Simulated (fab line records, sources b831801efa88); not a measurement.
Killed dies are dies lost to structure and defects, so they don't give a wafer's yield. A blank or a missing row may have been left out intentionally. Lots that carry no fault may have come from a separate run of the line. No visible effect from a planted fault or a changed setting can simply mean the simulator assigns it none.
Which tool was responsible? + flow sky130 + 72 wafers from 24 lots sampled at 6 of the route's 708 steps

## WHAT THE GAUGES SHOWED, per wafer
SKY_LOCAL_INTERCONNECT_OVL_MEAS_12.
| lot  | measured     | on         | LOCAL_INTERCONNECT_OVL (nm) |
|------|--------------|------------|-----------------------------|
| L074 | day 30 02:28 | overlay-01 | 2 -8 5                      |
| L075 | day 30 08:35 | overlay-01 | -7 1 1                      |
| L076 | day 30 19:30 | overlay-02 | -10 -13 -16                 |
| L077 | day 31 04:31 | overlay-01 | 16 0 4                      |
| L078 | day 31 15:56 | overlay-01 | -2 -1 -7                    |
| L079 | day 31 23:02 | overlay-01 | 2 6 4                       |
| L081 | day 32 10:38 | overlay-01 | -8 -9 -4                    |
| L080 | day 32 19:14 | overlay-02 | -1 -11 -5                   |
| L082 | day 32 23:22 | overlay-01 | 1 -4 -10                    |
| L083 | day 33 20:07 | overlay-02 | -1 -5 3                     |
| L084 | day 34 14:50 | overlay-02 | 2 -1 2                      |
| L085 | day 34 16:41 | overlay-02 | 5 2 6                       |
| L086 | day 34 20:39 | overlay-02 | 5 -3 -2                     |
| L087 | day 34 21:00 | overlay-01 | -1 -1 -3                    |
| L088 | day 35 04:22 | overlay-02 | 7 2 -4                      |
| L089 | day 35 08:41 | overlay-01 | 1 -4 -2                     |
| L090 | day 35 10:11 | overlay-01 | 0 1 1                       |
| L092 | day 36 02:44 | overlay-02 | 10 4 2                      |
| L091 | day 36 03:38 | overlay-02 | -6 -11 -8                   |
| L093 | day 36 08:21 | overlay-01 | -5 1 -3                     |
| L094 | day 36 15:23 | overlay-02 | -9 -4 -5                    |
| L095 | day 36 19:47 | overlay-01 | -4 10 -8                    |
| L096 | day 37 00:02 | overlay-02 | 0 -6 -2                     |
| L097 | day 37 12:59 | overlay-02 | 5 4 0                       |

SKY_VIA2_CD_MEAS_12: target cd 200 nm.
| lot  | measured     | on        | cd_nm (nm)        |
|------|--------------|-----------|-------------------|
| L074 | day 36 01:23 | cd_sem-02 | 200.3 199.5 199.4 |
| L075 | day 36 05:32 | cd_sem-02 | 198.1 199.9 199.5 |
| L076 | day 36 16:10 | cd_sem-02 | 198.8 199.2 199.6 |
| L077 | day 36 23:10 | cd_sem-02 | 197.4 199.7 198.7 |
| L078 | day 37 11:24 | cd_sem-02 | 199.8 200.0 199.4 |
| L079 | day 37 18:24 | cd_sem-01 | 202.4 201.1 201.1 |
| L081 | day 38 05:31 | cd_sem-02 | 200.1 200.6 201.0 |
| L080 | day 38 13:16 | cd_sem-01 | 201.2 201.7 202.0 |
| L082 | day 38 17:53 | cd_sem-02 | 201.8 200.7 201.0 |
| L083 | day 39 14:11 | cd_sem-02 | 201.3 201.2 200.2 |
| L084 | day 40 08:01 | cd_sem-02 | 201.2 200.7 201.7 |
| L085 | day 40 09:08 | cd_sem-02 | 198.3 198.6 197.9 |
| L086 | day 40 12:11 | cd_sem-01 | 199.8 200.2 200.3 |
| L087 | day 40 13:08 | cd_sem-02 | 200.5 200.5 200.1 |
| L088 | day 40 18:47 | cd_sem-01 | 200.5 199.4 201.0 |
| L089 | day 40 22:25 | cd_sem-02 | 201.7 201.9 200.8 |
| L090 | day 41 00:35 | cd_sem-02 | 198.4 200.1 198.9 |
| L092 | day 41 16:17 | cd_sem-02 | 197.0 197.4 197.8 |
| L091 | day 41 16:50 | cd_sem-01 | 199.7 199.6 201.4 |
| L093 | day 41 20:55 | cd_sem-01 | 201.4 201.4 201.1 |
| L094 | day 42 05:32 | cd_sem-02 | 200.2 200.0 202.4 |
| L095 | day 42 08:25 | cd_sem-01 | 201.3 202.2 201.7 |
| L096 | day 42 11:35 | cd_sem-01 | 201.0 200.3 200.8 |
| L097 | day 42 23:35 | cd_sem-01 | 200.4 199.1 200.4 |

SKY_CAPM_THK_MEAS_04: measures by xrf.
| lot  | measured     | on            | CAPM_TIN_THK (nm) |
|------|--------------|---------------|-------------------|
| L074 | day 36 03:21 | film_metro-02 | 208.4 201.8 207.2 |
| L075 | day 36 07:32 | film_metro-01 | 208.1 209.6 206.6 |
| L076 | day 36 18:08 | film_metro-01 | 204.7 212.1 208.3 |
| L077 | day 37 01:08 | film_metro-04 | 208.6 206.8 200.3 |
| L078 | day 37 13:26 | film_metro-02 | 204.5 208.7 207.5 |
| L079 | day 37 20:22 | film_metro-01 | 206.2 205.3 204.5 |
| L081 | day 38 07:29 | film_metro-02 | 210.2 209.9 209.7 |
| L080 | day 38 15:15 | film_metro-02 | 209.9 209.3 209.4 |
| L082 | day 38 19:56 | film_metro-04 | 207.0 210.0 205.8 |
| L083 | day 39 16:14 | film_metro-02 | 209.5 208.7 205.5 |
| L084 | day 40 10:00 | film_metro-01 | 204.2 207.0 208.5 |
| L085 | day 40 11:07 | film_metro-01 | 205.9 209.5 210.0 |
| L086 | day 40 14:11 | film_metro-01 | 210.2 211.7 207.3 |
| L087 | day 40 15:23 | film_metro-01 | 208.3 207.6 210.4 |
| L088 | day 40 20:47 | film_metro-01 | 211.7 207.6 207.5 |
| L089 | day 41 00:25 | film_metro-01 | 212.6 212.9 210.6 |
| L090 | day 41 02:33 | film_metro-02 | 209.7 211.8 206.4 |
| L092 | day 41 18:16 | film_metro-02 | 206.1 201.9 207.5 |
| L091 | day 41 18:49 | film_metro-02 | 206.2 201.9 204.3 |
| L093 | day 41 23:20 | film_metro-02 | 210.1 207.7 206.0 |
| L094 | day 42 07:31 | film_metro-04 | 210.8 205.0 206.5 |
| L095 | day 42 10:24 | film_metro-04 | 204.6 201.8 207.1 |
| L096 | day 42 13:41 | film_metro-02 | 210.5 209.4 211.3 |
| L097 | day 43 01:34 | film_metro-01 | 208.7 209.6 205.6 |

SKY_METAL3_CD_MEAS_13: target cd 300 nm.
| lot  | measured     | on        | cd_nm (nm)        |
|------|--------------|-----------|-------------------|
| L074 | day 38 07:41 | cd_sem-02 | 301.4 300.1 300.5 |
| L075 | day 38 12:02 | cd_sem-02 | 297.9 299.2 298.4 |
| L076 | day 38 21:53 | cd_sem-01 | 300.9 301.0 299.4 |
| L077 | day 39 03:26 | cd_sem-02 | 301.1 300.1 300.7 |
| L078 | day 39 15:59 | cd_sem-02 | 301.9 299.7 302.6 |
| L079 | day 39 22:34 | cd_sem-02 | 299.0 298.6 299.7 |
| L081 | day 40 09:47 | cd_sem-01 | 302.1 300.0 299.4 |
| L080 | day 40 16:43 | cd_sem-01 | 300.9 300.6 301.5 |
| L082 | day 40 21:52 | cd_sem-02 | 298.2 298.1 298.0 |
| L083 | day 41 16:22 | cd_sem-01 | 298.2 297.7 297.7 |
| L084 | day 42 10:13 | cd_sem-02 | 299.8 300.4 299.5 |
| L085 | day 42 11:52 | cd_sem-02 | 299.4 298.9 299.5 |
| L086 | day 42 14:11 | cd_sem-01 | 300.1 300.0 299.2 |
| L087 | day 42 15:07 | cd_sem-02 | 299.4 299.1 300.0 |
| L088 | day 42 21:40 | cd_sem-02 | 300.9 299.8 301.1 |
| L089 | day 43 00:17 | cd_sem-02 | 299.0 298.6 298.1 |
| L090 | day 43 02:31 | cd_sem-02 | 299.6 298.7 298.9 |
| L092 | day 43 16:52 | cd_sem-01 | 298.2 300.0 299.0 |
| L091 | day 43 17:20 | cd_sem-02 | 303.2 302.5 302.3 |
| L093 | day 43 21:59 | cd_sem-01 | 302.3 304.1 304.0 |
| L094 | day 44 04:31 | cd_sem-01 | 302.6 303.0 301.6 |
| L095 | day 44 08:26 | cd_sem-02 | 298.6 297.9 299.3 |
| L096 | day 44 12:11 | cd_sem-01 | 300.4 300.2 301.3 |
| L097 | day 44 21:56 | cd_sem-02 | 304.1 301.6 302.7 |

SKY_VIA3_CD_MEAS_12: target cd 200 nm.
| lot  | measured     | on        | cd_nm (nm)        |
|------|--------------|-----------|-------------------|
| L074 | day 39 09:51 | cd_sem-01 | 201.0 200.2 200.8 |
| L075 | day 39 14:44 | cd_sem-02 | 199.4 198.6 198.9 |
| L076 | day 39 23:52 | cd_sem-02 | 198.9 199.1 199.7 |
| L077 | day 40 06:14 | cd_sem-02 | 200.8 201.1 200.9 |
| L078 | day 40 18:02 | cd_sem-02 | 199.7 201.6 201.2 |
| L079 | day 41 00:36 | cd_sem-01 | 202.2 203.1 202.2 |
| L081 | day 41 11:27 | cd_sem-01 | 202.3 202.3 201.8 |
| L080 | day 41 19:04 | cd_sem-02 | 198.2 198.3 197.4 |
| L082 | day 42 00:05 | cd_sem-01 | 199.4 199.2 200.1 |
| L083 | day 42 17:31 | cd_sem-02 | 200.3 201.8 201.9 |
| L084 | day 43 10:34 | cd_sem-01 | 200.8 200.4 201.2 |
| L085 | day 43 12:25 | cd_sem-02 | 199.6 199.9 200.6 |
| L086 | day 43 14:46 | cd_sem-02 | 202.3 202.6 204.1 |
| L087 | day 43 16:02 | cd_sem-02 | 199.1 199.1 198.9 |
| L088 | day 43 21:53 | cd_sem-02 | 200.2 199.5 201.3 |
| L089 | day 44 00:50 | cd_sem-01 | 200.8 200.9 200.5 |
| L090 | day 44 02:13 | cd_sem-01 | 200.2 200.6 201.5 |
| L092 | day 44 16:25 | cd_sem-02 | 197.3 196.0 196.0 |
| L091 | day 44 17:20 | cd_sem-02 | 203.0 201.2 202.4 |
| L093 | day 44 21:23 | cd_sem-01 | 201.1 202.3 202.2 |
| L094 | day 45 03:14 | cd_sem-02 | 202.4 203.5 202.4 |
| L095 | day 45 08:01 | cd_sem-01 | 198.9 198.8 199.1 |
| L096 | day 45 11:59 | cd_sem-02 | 199.7 198.6 200.1 |
| L097 | day 45 20:10 | cd_sem-01 | 199.2 199.9 198.7 |

## WHICH TOOL RAN EACH LOT (tool, then ch and the chambers of the sampled wafers, then the start)
| lot  | SKY_CAPM_STRIP_14                    |
|------|--------------------------------------|
| L074 | plasma_asher-03 ch 0,1, day 37 05:41 |
| L075 | plasma_asher-01 ch 0,1, day 37 09:29 |
| L076 | plasma_asher-03 ch 0,1, day 37 19:44 |
| L077 | plasma_asher-01 ch 0,1, day 38 02:20 |
| L078 | plasma_asher-01 ch 0,1, day 38 14:47 |
| L079 | plasma_asher-03 ch 0,1, day 38 21:29 |
| L081 | plasma_asher-03 ch 0,1, day 39 08:33 |
| L080 | plasma_asher-02 ch 0,1, day 39 15:44 |
| L082 | plasma_asher-01 ch 0,1, day 39 20:57 |
| L083 | plasma_asher-03 ch 0,1, day 40 16:26 |
| L084 | plasma_asher-02 ch 0,1, day 41 09:56 |
| L085 | plasma_asher-02 ch 0,1, day 41 11:29 |
| L086 | plasma_asher-03 ch 0,1, day 41 14:03 |
| L087 | plasma_asher-03 ch 0,1, day 41 15:10 |
| L088 | plasma_asher-03 ch 0,1, day 41 21:31 |
| L089 | plasma_asher-02 ch 0,1, day 42 00:23 |
| L090 | plasma_asher-02 ch 0,1, day 42 02:20 |
| L092 | plasma_asher-03 ch 0,1, day 42 17:18 |
| L091 | plasma_asher-01 ch 0,1, day 42 17:56 |
| L093 | plasma_asher-01 ch 0,1, day 42 22:52 |
| L094 | plasma_asher-02 ch 0,1, day 43 06:11 |
| L095 | plasma_asher-01 ch 0,1, day 43 09:08 |
| L096 | plasma_asher-03 ch 0, day 43 13:21   |
| L097 | plasma_asher-02 ch 0,1, day 43 23:59 |
- SKY_CAPM_STRIP_14: strips in O2/N2.

## WHAT THE TOOLS THEMSELVES READ (means of the sampled wafers that have a number; where no wafer has one, the mark that the record gives instead)
SKY_CAPM_STRIP_14.
| lot  | tool            | drypump_motor_current_A (A) | oes_product_au (a.u.) | strip_time_to_endpoint_s (s) |
|------|-----------------|-----------------------------|-----------------------|------------------------------|
| L074 | plasma_asher-03 | 5.31                        | 0.712                 | 12.68                        |
| L075 | plasma_asher-01 | 5.82                        | 0.712                 | 12.70                        |
| L076 | plasma_asher-03 | 5.47                        | 0.705                 | 12.61                        |
| L077 | plasma_asher-01 | 5.80                        | 0.709                 | 12.63                        |
| L078 | plasma_asher-01 | 5.80                        | 0.706                 | 12.68                        |
| L079 | plasma_asher-03 | 5.30                        | 0.712                 | 12.64                        |
| L081 | plasma_asher-03 | 5.47                        | 0.710                 | 12.63                        |
| L080 | plasma_asher-02 | 5.63                        | 0.710                 | 12.65                        |
| L082 | plasma_asher-01 | 5.81                        | 0.711                 | 12.73                        |
| L083 | plasma_asher-03 | 5.30                        | 0.708                 | 12.75                        |
| L084 | plasma_asher-02 | 5.62                        | 0.712                 | 12.61                        |
| L085 | plasma_asher-02 | 5.55                        | 0.705                 | 12.69                        |
| L086 | plasma_asher-03 | 5.48                        | 0.713                 | 12.66                        |
| L087 | plasma_asher-03 | 5.48                        | 0.710                 | 12.65                        |
| L088 | plasma_asher-03 | 5.31                        | 0.710                 | 12.62                        |
| L089 | plasma_asher-02 | 5.64                        | 0.710                 | 12.66                        |
| L090 | plasma_asher-02 | 5.64                        | 0.709                 | 12.59                        |
| L092 | plasma_asher-03 | 5.48                        | 0.713                 | 12.58                        |
| L091 | plasma_asher-01 | 5.82                        | 0.711                 | 12.58                        |
| L093 | plasma_asher-01 | 5.61                        | 0.711                 | 12.66                        |
| L094 | plasma_asher-02 | 5.55                        | 0.708                 | 12.67                        |
| L095 | plasma_asher-01 | 5.81                        | 0.708                 | 12.58                        |
| L096 | plasma_asher-03 | 5.63                        | 0.711                 | 12.76                        |
| L097 | plasma_asher-02 | 5.63                        | 0.711                 | 12.69                        |

## THE ANSWER, worked out from the rows above alone
Rule: the lots themselves supply what counts as usual. Put in order of their means at a reading, lots are off if they are a third of the lots or fewer, leave a main group of 4 or more, and stand apart from it by a gap of 3 or more times the standard deviation of the main group's means; of several such gaps the widest counts. Not used: any main group whose means are identical at the precision the tables above print for the reading. A lot without any number at a reading at which 4 lots or more have one is off too. All remaining lots with rows at the step are treated as sound. The gauges are gone through in route order, then the tools' own readings, and for those a lot's mean is taken as printed above. At the first step where some lot is off, the reading lying furthest off is the one used; lots without a number count as furthest.
None of the lots is off at any reading shown; this tells nothing.

## WHAT THE SIMULATOR PUT IN
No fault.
